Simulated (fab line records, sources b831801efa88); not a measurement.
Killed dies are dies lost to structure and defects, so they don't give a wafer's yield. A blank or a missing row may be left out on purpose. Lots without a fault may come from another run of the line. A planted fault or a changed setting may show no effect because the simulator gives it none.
Chamber matching | flow gf180mcu | GF_V3_CMP_04 on cmp-02: 4 sister chambers
The step polishes SiO2. 4 wafers are shown with their chamber, then 9 later ones without.

WAFERS WITH THEIR CHAMBER
wafer  | chamber | motor_current_A (A)
L117.5 | 1       | 11.3
L120.1 | 0       | 12.1
L120.3 | 3       | 12.7
L120.5 | 2       | 11.8

WAFERS WITHOUT THEIR CHAMBER
wafer  | motor_current_A (A)
L129.3 | 12.3
L129.4 | 11.5
L129.6 | 11.1
L132.1 | 11.2
L132.3 | 12.4
L132.6 | 12.4
L133.3 | 11.9
L133.4 | 11.9
L133.5 | 11.9

WHICH CHAMBER EACH WENT THROUGH
wafer  | from the rows above          | in truth
L129.3 | can't be placed: 0 or 3 or 2 | 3
L129.4 | can't be placed: 1 or 2      | 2
L129.6 | 1                            | 1
L132.1 | 1                            | 1
L132.3 | can't be placed: 3 or 0 or 2 | 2
L132.6 | can't be placed: 3 or 0 or 2 | 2
L133.3 | can't be placed: 2 or 0      | 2
L133.4 | can't be placed: 2 or 0      | 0
L133.5 | can't be placed: 2 or 0      | 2
Placed correctly: 2 of 9. Can't be placed from these rows: 7 (the true chamber is among the candidates in 7). Placed wrongly: 0.
How it was worked out, from the rows above alone: a wafer's distance from a chamber is the root of the sum, over the readings, of the square of ((its reading less the chamber's mean) divided by the reading's scatter). The wafer belongs to the nearest chamber; if the next one is less than 2 further off, it can't be placed. A chamber's mean is the mean of its shown wafers. The scatter: with one shown wafer a chamber, the root of the mean of the squares of how far each hidden wafer lies from its nearest shown one.
